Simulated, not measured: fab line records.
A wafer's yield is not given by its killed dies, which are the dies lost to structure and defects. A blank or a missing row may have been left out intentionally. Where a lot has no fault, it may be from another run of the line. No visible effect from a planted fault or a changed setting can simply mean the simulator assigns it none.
Problem report in the 8D (eight disciplines) form, filled by code -- flow sky130 -- the parts of the form that need people (team, actions taken, sign-off) are left out

## 1. WHAT WENT WRONG
Across 6 wafers from 2 lots, VIA2_W_RS at SKY_VIA2_RS_MEAS_22 averages 0.2953 ohm/sq, while fault-free wafers read 0.2721 ohm/sq with a standard deviation of 0.0027. Relative to the usual mean, that is a shift of +8.6 standard deviations.
The step: measures by four-point-probe.
First observed at day 43 14:55: wafer L778.2, on filmMetro-03. The record holds 33 wafers of 11 lots with a number at this step. By rule, "out" or "out of limits" means more than 4 standard deviations away from the usual mean. All remaining wafers that have a number are taken as sound.

## 2. WHAT IT IS, WHAT IT ISN'T
question,is,is not
which readings at this step,VIA2_W_RS,-
which lots,"L778, L780","L758, L760, L763, L764, L765, L766, L767, L768, L773"
which wafers of those lots,all that have a number,-
read on which gauges,"filmMetro-02, filmMetro-03",filmMetro-04
when,from day 43 14:55,up to then (27 sound wafers)

## 3. THE SUSPECTS, EACH WITH WHAT RULES IT OUT
Counting: a tool at a process step up to the reading stays a suspect if it ran every lot that is out and no sound lot after the first of them.
- the gauge at SKY_VIA2_RS_MEAS_22 has been ruled out. Those wafers that are out were read across 2 gauges (filmMetro-02, filmMetro-03).
- cvdW-01 at SKY_VIA2_CVD_21 (deposits W, target thk 420 nm, time 126.4 s): kept. All lots that are out passed through it, beginning with L778 at day 43 14:41, and no sound lot followed; its final sound lot before that point was L768 at day 39 11:44. Its own chamberPressureTorr readings are out on those wafers.
Left after counting: cvdW-01 at SKY_VIA2_CVD_21.

## 4. THE CAUSE (what the simulator had put in)
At SKY_VIA2_CVD_21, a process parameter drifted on cvdW-01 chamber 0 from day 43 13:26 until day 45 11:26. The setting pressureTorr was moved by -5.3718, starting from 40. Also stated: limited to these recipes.
Only this tool survived the counting.

## 5. THE CHAIN OF EFFECTS, in route order
One row per reading whose mean, taken over the struck wafers that have a number, lies over 3 standard deviations from the usual. Readings are gone through only where the record gives a usual standard deviation; hours: the median, over the lots, of the time from a lot's start at the first step in this table giving one to that lot's start at this step; sigmas: the change measured in usual standard deviations.
hours,step,reading,usual,on struck wafers,change,sigmas
0,SKY_VIA2_CVD_21,chamberPressureTorr,39.99 Torr,34.67,-5.32,-60
0,SKY_VIA2_RS_MEAS_22,VIA2_W_RS,0.2721 ohm/sq,0.2953,+0.0232,+8.6
0,SKY_VIA2_THK_MEAS_23,VIA2_W_THK,430 nm,399,-31,-4.3
Its process steps:
- SKY_VIA2_CVD_21: deposits W, target thk 420 nm, time 126.4 s.

## 6. HOW IT WOULD HAVE BEEN CAUGHT EARLIER
In this record the first reading out of limits at a measuring or inspecting step was taken at day 43 14:55, 1 hour after the fault began at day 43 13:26.
At SKY_VIA2_CVD_21, the tool's own readings (chamberPressureTorr) were out on each struck wafer the step has a row for, so an alarm limit on them would have fired on the first such wafer.
Among the 2 lots that are out, L780 began SKY_VIA2_CVD_21 on cvdW-01 after day 43 14:55. A hold on the tool at that time would have spared it.
